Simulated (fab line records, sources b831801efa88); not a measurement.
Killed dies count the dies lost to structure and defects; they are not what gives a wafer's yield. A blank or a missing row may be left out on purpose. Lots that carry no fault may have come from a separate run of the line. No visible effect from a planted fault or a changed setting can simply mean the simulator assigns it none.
Which tool is to blame? | flow sky130 | 12 lots with 36 wafers sampled at 4 steps, on a route of 708 steps

WHAT EACH GAUGE READ, for each wafer
SKY_SONOS_ONO_OVL_MEAS_14. Usual: SONOS_ONO_OVL typically reads -1.0 nm, with standard deviation 1.2.
lot  | measured     | on         | SONOS_ONO_OVL (nm) | flag
L403 | day 13 06:51 | overlay-02 | -0.6 0.3 -0.4      |
L404 | day 13 09:05 | overlay-01 | -3.1 -2.5 -1.8     |
L407 | day 14 11:47 | overlay-02 | -1.5 -0.5 -2.6     |
L409 | day 15 01:26 | overlay-01 | -1.9 0.0 0.2       |
L414 | day 16 23:44 | overlay-01 | -0.3 -1.4 0.4      |
L419 | day 18 17:50 | overlay-02 | -0.6 0.2 -1.0      |
L420 | day 19 00:22 | overlay-02 | -1.1 -1.0 -1.4     |
L421 | day 19 03:38 | overlay-01 | -2.6 -1.3 -2.5     |
L422 | day 19 11:13 | overlay-02 | -2.6 -2.4 -1.9     |
L423 | day 19 21:04 | overlay-01 | -0.2 -1.8 -0.1     |
L424 | day 20 22:59 | overlay-01 | -1.5 -0.5 -1.8     |
L425 | day 21 00:02 | overlay-01 | -2.7 -0.8 -2.3     |

SKY_POLY_GATE_THK_MEAS_01. Usual: POLY_GATE_CVD_00_THK typically reads 180.7 nm, with standard deviation 1.3.
lot  | measured     | on            | POLY_GATE_CVD_00_THK (nm) | flag
L403 | day 14 16:19 | film-metro-03 | 181.2 181.8 183.5         |
L404 | day 14 18:59 | film-metro-01 | 183.4 182.9 183.7         |
L407 | day 15 19:29 | film-metro-03 | 180.3 181.0 181.1         |
L409 | day 16 15:01 | film-metro-01 | 180.8 180.5 180.6         |
L414 | day 18 14:25 | film-metro-04 | 181.4 179.9 182.8         |
L419 | day 20 07:27 | film-metro-03 | 181.7 180.5 181.4         |
L420 | day 20 12:53 | film-metro-03 | 180.1 180.0 179.6         |
L421 | day 20 18:34 | film-metro-04 | 180.5 181.1 181.3         |
L422 | day 20 23:23 | film-metro-03 | 181.7 183.4 181.0         |
L423 | day 21 08:15 | film-metro-04 | 178.6 179.4 178.3         |
L424 | day 22 10:50 | film-metro-01 | 178.8 179.0 179.6         |
L425 | day 22 12:20 | film-metro-04 | 181.6 181.3 181.1         |

SKY_RES_PROTECT_TW_MEAS_08. Usual: POLY_GATE_TW typically reads 4015, with standard deviation 34.
lot  | measured     | on            | POLY_GATE_TW   | flag
L403 | day 15 18:33 | film-metro-03 | 4081 4074 4064 |
L404 | day 15 21:24 | film-metro-01 | 3988 4035 3989 |
L407 | day 16 22:33 | film-metro-01 | 3966 3985 3980 |
L409 | day 17 20:04 | film-metro-01 | 30 30 30       | OFF
L414 | day 19 21:30 | film-metro-01 | 4027 4023 3994 |
L419 | day 21 14:07 | film-metro-01 | 3992 4013 4031 |
L420 | day 21 19:31 | film-metro-03 | 4110 4094 4087 |
L421 | day 22 01:15 | film-metro-01 | 4023 4018 4009 |
L422 | day 22 05:54 | film-metro-02 | 3983 3978 3989 |
L423 | day 22 15:57 | film-metro-03 | 4057 4052 4056 |
L424 | day 23 17:39 | film-metro-02 | 4004 4034 4003 |
L425 | day 23 18:56 | film-metro-02 | 4000 4020 4020 |

WHICH TOOL RAN EACH LOT (tool, then ch and the chambers of the sampled wafers, then the start)
lot  | SKY_RES_PROTECT_EXPOSE_04
L403 | iline-stepper-02 ch 0, day 15 05:18
L404 | iline-stepper-01 ch 0, day 15 07:25
L407 | iline-stepper-01 ch 0, day 16 09:16
L409 | iline-stepper-02 ch 0, day 17 06:34
L414 | iline-stepper-01 ch 0, day 19 05:25
L419 | iline-stepper-02 ch 0, day 20 23:05
L420 | iline-stepper-02 ch 0, day 21 04:22
L421 | iline-stepper-02 ch 0, day 21 09:39
L422 | iline-stepper-02 ch 0, day 21 14:32
L423 | iline-stepper-01 ch 0, day 21 23:42
L424 | iline-stepper-02 ch 0, day 23 02:26
L425 | iline-stepper-02 ch 0, day 23 03:43
- SKY_RES_PROTECT_EXPOSE_04: exposes mask RPM, target cd 1270 nm.

WHAT THE TOOLS THEMSELVES READ (means of the sampled wafers that have a number; where no wafer has one, the mark that the record gives instead)
SKY_RES_PROTECT_EXPOSE_04. Usual: focus-offset-nm reads -0.1 nm (standard deviation 0.57).
lot  | tool             | focus-offset-nm (nm) | flag
L403 | iline-stepper-02 | -0.2                 |
L404 | iline-stepper-01 | -0.3                 |
L407 | iline-stepper-01 | -0.2                 |
L409 | iline-stepper-02 | -0.2                 |
L414 | iline-stepper-01 | 0.1                  |
L419 | iline-stepper-02 | 0.8                  |
L420 | iline-stepper-02 | -0.4                 |
L421 | iline-stepper-02 | -0.4                 |
L422 | iline-stepper-02 | 0.2                  |
L423 | iline-stepper-01 | 0.6                  |
L424 | iline-stepper-02 | -0.1                 |
L425 | iline-stepper-02 | -0.6                 |

THE ANSWER, worked out from the rows above alone
Rule: take the mean of a lot's wafers that have a number; if it is more than 3 standard deviations from the usual mean, the lot is off. A lot without any number at a reading at which 4 lots or more have one is off too. The other lots that the step has rows for count as sound. Order of review: gauges by route order, followed by the tools' own readings, for which a lot's mean as printed above is used. The first step at which some lot is off is used, and at that step the reading that is off furthest; a lot without a number counts as furthest.
Off: L409, seen at SKY_RES_PROTECT_TW_MEAS_08 (POLY_GATE_TW).
A tool fits if, at a process step before that reading, it ran every lot that is off, and no sound lot after the first of them. Gauges at SKY_RES_PROTECT_TW_MEAS_08: tried the same way as those tools. Not one of the candidates tried fits.

WHAT HAD BEEN PUT IN BY THE SIMULATOR
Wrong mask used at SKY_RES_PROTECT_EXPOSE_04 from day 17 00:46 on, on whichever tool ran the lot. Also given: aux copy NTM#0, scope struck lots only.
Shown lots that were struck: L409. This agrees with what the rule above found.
